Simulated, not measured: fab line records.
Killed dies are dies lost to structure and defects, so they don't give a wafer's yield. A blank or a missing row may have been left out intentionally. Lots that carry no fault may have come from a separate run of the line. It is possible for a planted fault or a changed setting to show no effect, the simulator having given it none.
A single fault, viewed from 2 desks :: flow gf180mcu :: only its own numbers are on each desk; what lay behind them is given at the end

== FROM THE METROLOGY DESK ==
What the gauges read, lot by lot, whatever tool the lot ran on: means of the sampled wafers that have a number. If a lot's mean is further than 4 standard deviations from the usual mean, the lot is out of limits and carries the mark OUT (the distance appears in the brackets).
Columns: A = cd_nm at GF_V1_CD_MEAS_14, usual 259.6 nm
lot: L105
first seen here: day 18 04:03
A: 260.3

lot: L107
first seen here: day 18 22:22
A: 259.4

lot: L108
first seen here: day 19 14:32
A: 260.7

lot: L109
first seen here: day 20 02:31
A: 260.5

lot: L111
first seen here: day 20 14:35
A: 259.2

lot: L112
first seen here: day 20 18:58
A: 259.4

lot: L113
first seen here: day 21 03:48
A: 259.6

lot: L114
first seen here: day 21 11:14
A: 257.2

lot: L116
first seen here: day 22 10:54
A: 259.6

lot: L117
first seen here: day 22 16:47
A: 259.0

lot: L118
first seen here: day 22 23:01
A: 259.4

lot: L123
first seen here: day 25 01:53
A: 258.1

lot: L126
first seen here: day 25 12:21
A: 260.6

lot: L128
first seen here: day 26 06:08
A: 258.7
Result from this desk: across the 14 lots, nothing is out of limits.

== DESK OF THE TOOL OWNER: implanter-03 ==
The tool's own readings at GF_VT_IMPLANT_IMPLANT_30: means of the sampled wafers that have a number, for each lot that ran on this tool. If a lot's mean is further than 4 standard deviations from the usual mean, the lot is out of limits and carries the mark OUT (the distance appears in the brackets).
Columns: A = beam_energy_keV at GF_VT_IMPLANT_IMPLANT_30, usual 25.001
lot: L111
first seen here: day 8 14:47
A: 24.999

lot: L112
first seen here: day 8 17:58
A: 25.005

lot: L117
first seen here: day 10 05:14
A: 25.001

lot: L118
first seen here: day 10 10:27
A: 25.008

lot: L126
first seen here: day 12 14:02
A: 25.787 (+99 or more) OUT

lot: L128
first seen here: day 13 04:37
A: 25.795 (+99 or more) OUT
This desk finds L126, L128 out of limits, L126 being first, at day 12 14:02 (beam_energy_keV at GF_VT_IMPLANT_IMPLANT_30). L111, L112, L117, L118 stayed within limits.

== PUT TOGETHER ==
The tool owner's desk could have raised an alarm at day 12 14:02, on L126, L128.
At the metrology desk, nothing out of limits was observed.
The metrology desk holds a record of L126, L128, inside its limits.
The lots listed all ran GF_VT_IMPLANT_IMPLANT_30 on implanter-03.

== WHAT THE SIMULATOR HAD INSERTED ==
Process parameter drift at GF_VT_IMPLANT_IMPLANT_30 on implanter-03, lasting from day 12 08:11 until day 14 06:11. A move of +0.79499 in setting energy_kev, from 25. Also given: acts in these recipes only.
Shown lots that were struck: L126, L128.
How many hours passed from the start of the fault until each desk's first out-of-limits reading: the tool owner's desk, 6.
